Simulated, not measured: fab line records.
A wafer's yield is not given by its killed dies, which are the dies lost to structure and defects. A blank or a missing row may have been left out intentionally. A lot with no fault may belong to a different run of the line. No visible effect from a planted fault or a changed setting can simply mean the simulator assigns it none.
Comparing a struck lot with a sound one + flow sky130 + 14 out of 708 route steps
Sound: these wafers, L865.1, L865.3, L865.6. Wafers L875.1, L875.2, L875.5 were the ones struck. The cause is named last.
At each step with rows: each side's tool, then ch and its chambers, then its first start. Under that, the readings that differ: sound wafers + struck wafers + difference of the means + sigmas: that difference in standard deviations of wafers without a fault.
alike: readings whose means differ by less than 2 such deviations, and words and numbers that are the same on both sides. not compared: withheld readings, readings that some wafer has no value for, bounds like >300 that may hide the same value, and numbers for which the record gives no deviation and whose values overlap.
The two part at a step that has a row with sigmas, a row that says differs or no value, or rows on one side only. Non-overlapping numbers with no deviation appear without sigmas and do not part them. Lack of a reading on every wafer of one side parts them only where that side has two or more wafers.

first, 1 step without rows for these wafers: SKY_CAP2M_DEVELOP_11 (develop time 60 s).
SKY_CAP2M_OVL_MEAS_12:
  sound: overlay-02 at day 42 04:05; struck: overlay-02 at day 44 17:25
  alike: CAP2M_OVL
SKY_CAP2M_METAL_ETCH_13: etches TiN in Cl2/BCl3, stops on SiO2, target depth 220 nm, time 62.9 s.
  sound on rie_metal-03 ch 0, day 42 04:07; struck on rie_metal-02 ch 0,1, day 44 17:26
  alike: drypump_motor_current_A, oes_product_au, throttle_valve_pct
  not compared: rf_hours_counter_h
SKY_CAP2M_STRIP_14: strips in O2/N2.
  sound on plasma_asher-04 ch 0, day 42 04:11; struck on plasma_asher-01 ch 0,1, day 44 17:31
  alike: drypump_motor_current_A, o2_flow_sccm, oes_product_au, strip_time_to_endpoint_s
  not compared: rf_hours_counter_h
then, 8 steps without rows for these wafers: SKY_CAP2M_STRIP_15 (strips in post etch residue remover, time 1200 s); SKY_CAP2M_CLEAN_16 (cleans in IPA, time 180 s); SKY_CAP2M_CLEAN_17 (cleans in O3/DIW); SKY_METAL4_DEHYDRATE_05 (time 60 s); SKY_METAL4_HMDS_06 (prime time 60 s); SKY_METAL4_COAT_07 (resist thk 60 nm); SKY_METAL4_COAT_08 (resist thk 1140 nm); SKY_METAL4_SOFTBAKE_09 (time 90 s).
SKY_METAL4_EXPOSE_10: exposes mask MM4, target cd 300 nm.
  sound on krf_scanner-01 ch 0, day 42 17:02; struck on krf_scanner-01, day 45 04:49
  no value came back on the struck wafers for exposure_dose_mJ_cm2, focus_offset_nm (nm); on the sound wafers exposure_dose_mJ_cm2 reads 27.92 27.94 27.93
  alike: mask
then, 1 step without rows for these wafers: SKY_METAL4_PEB_11.

## WHERE THEY PART
Within this record, at SKY_METAL4_EXPOSE_10 only.

WHY: whatever the simulator had introduced
At SKY_METAL4_EXPOSE_10, the step was skipped entirely on krf_scanner-01 from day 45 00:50 on. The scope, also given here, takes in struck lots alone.
